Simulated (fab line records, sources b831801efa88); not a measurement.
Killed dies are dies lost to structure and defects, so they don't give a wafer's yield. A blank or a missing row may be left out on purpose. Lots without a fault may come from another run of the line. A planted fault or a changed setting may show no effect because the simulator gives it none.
Tool commonality check | flow gf180mcu | 12 lots, 36 wafers sampled

WHY IT WAS OPENED
At GF_V3_THK_MEAS_03 the reading V3_CVD_02_THK is flagged on 2 of 12 lots. Wafers without a fault read 849 nm, standard deviation 12.
Rule: a lot is flagged when every wafer of it that has a number lies more than 4 standard deviations from that mean, or none has a number. The other lots count as sound.

lot  | measured     | on            | V3_CVD_02_THK (nm), wafer by wafer | flag
L889 | day 21 16:12 | film_metro-01 | 850 847 836                        |
L890 | day 22 00:55 | film_metro-02 | 855 837 849                        |
L892 | day 22 19:38 | film_metro-03 | 861 847 883                        |
L893 | day 23 02:42 | film_metro-03 | 828 851 854                        |
L894 | day 23 22:05 | film_metro-01 | 855 854 846                        |
L896 | day 24 00:36 | film_metro-02 | 840 861 844                        |
L897 | day 24 13:53 | film_metro-02 | 863 850 870                        |
L899 | day 25 07:49 | film_metro-01 | 843 848 865                        |
L900 | day 25 15:04 | film_metro-01 | 331 349 322                        | FLAGGED
L901 | day 25 19:13 | film_metro-02 | 319 320 334                        | FLAGGED
L910 | day 28 13:13 | film_metro-03 | 836 854 865                        |
L911 | day 29 03:42 | film_metro-01 | 840 838 830                        |
The numbers of the flagged lots are 329 nm on average: -520 nm against the usual, or -43 standard deviations.

WHICH TOOL RAN EACH LOT
The record holds 3 process steps before the reading, out of a route of 602 steps. In each cell: the tool, then ch and the chambers that the sampled wafers went through, then the start.
lot  | flag    | GF_V2_STRIP_18                       | GF_M3_SPUTTER_03             | GF_V3_CVD_02
L889 |         | plasma_asher-03 ch 0,1, day 20 13:42 | pvd_sputter-04, day 20 15:03 | pecvd-02 ch 0,1,2, day 21 16:07
L890 |         | plasma_asher-03 ch 0,1, day 20 22:55 | pvd_sputter-02, day 21 00:17 | pecvd-03 ch 0,1,2, day 22 00:51
L892 |         | plasma_asher-03 ch 0,1, day 21 18:37 | pvd_sputter-04, day 21 20:01 | pecvd-04 ch 1,2, day 22 19:34
L893 |         | plasma_asher-04 ch 0,1, day 22 00:50 | pvd_sputter-04, day 22 02:15 | pecvd-03 ch 0,1,2, day 23 02:38
L894 |         | plasma_asher-01 ch 0,1, day 22 21:20 | pvd_sputter-04, day 22 22:43 | pecvd-04 ch 0,1,2, day 23 22:02
L896 |         | plasma_asher-04 ch 0,1, day 22 23:48 | pvd_sputter-02, day 23 01:11 | pecvd-02 ch 0,1,2, day 24 00:32
L897 |         | plasma_asher-03 ch 0, day 23 13:42   | pvd_sputter-04, day 23 15:12 | pecvd-04 ch 0,1, day 24 13:49
L899 |         | plasma_asher-03 ch 0,1, day 24 07:29 | pvd_sputter-01, day 24 08:50 | pecvd-04 ch 0,2, day 25 07:44
L900 | FLAGGED | plasma_asher-04 ch 0,1, day 24 16:05 | pvd_sputter-01, day 24 17:28 | pecvd-04 ch 0,2, day 25 14:59
L901 | FLAGGED | plasma_asher-01 ch 0,1, day 24 19:30 | pvd_sputter-02, day 24 20:53 | pecvd-04 ch 0,1, day 25 19:08
L910 |         | plasma_asher-04 ch 0,1, day 27 14:58 | pvd_sputter-04, day 27 16:21 | pecvd-03 ch 0,1,2, day 28 13:08
L911 |         | plasma_asher-04 ch 0,1, day 28 05:30 | pvd_sputter-04, day 28 06:53 | pecvd-03 ch 0,1,2, day 29 03:38
What these steps do:
- GF_V2_STRIP_18: strips in O2/N2.
- GF_M3_SPUTTER_03: material Ti, target thk 10 nm, time 6.7 s.
- GF_V3_CVD_02: deposits SiO2 from TEOS, target thk 850 nm, time 94.851 s.
- GF_V3_THK_MEAS_03

FLAGGED OVER TOTAL, TOOL BY TOOL (the gauges that took the reading come last)
step              | tool            | lots run | flagged | share of the flagged lots | sound lots run after its first flagged lot
GF_V2_STRIP_18    | plasma_asher-01 | 2        | 1       | some                      | 0
GF_V2_STRIP_18    | plasma_asher-03 | 5        | 0       | none                      | -
GF_V2_STRIP_18    | plasma_asher-04 | 5        | 1       | some                      | 2 (L910,L911)
GF_M3_SPUTTER_03  | pvd_sputter-01  | 2        | 1       | some                      | 0
GF_M3_SPUTTER_03  | pvd_sputter-02  | 3        | 1       | some                      | 0
GF_M3_SPUTTER_03  | pvd_sputter-04  | 7        | 0       | none                      | -
GF_V3_CVD_02      | pecvd-02        | 2        | 0       | none                      | -
GF_V3_CVD_02      | pecvd-03        | 4        | 0       | none                      | -
GF_V3_CVD_02      | pecvd-04        | 6        | 2       | all                       | 0
GF_V3_THK_MEAS_03 | film_metro-01   | 5        | 1       | some                      | 1 (L911)
GF_V3_THK_MEAS_03 | film_metro-02   | 4        | 1       | some                      | 0
GF_V3_THK_MEAS_03 | film_metro-03   | 3        | 0       | none                      | -

WHAT THE TABLE ALLOWS
1 row of the table ran every flagged lot: pecvd-04 at GF_V3_CVD_02.
- pecvd-04 at GF_V3_CVD_02: 2 of its 6 lots flagged. Its last sound lot is L899 (day 25 07:44), its first flagged lot L900 (day 25 14:59): a fault that began between those two fits. Its own readings lie more than 4 standard deviations out on every wafer of the flagged lots: run_length_s.
One tool is left: pecvd-04 at GF_V3_CVD_02.

WHAT THE SIMULATOR HAD PUT IN
Process parameter drift: pecvd-04, from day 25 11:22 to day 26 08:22, at GF_V3_CVD_02. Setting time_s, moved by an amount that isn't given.
Lots struck among those shown: L900, L901. The rule above found the same.
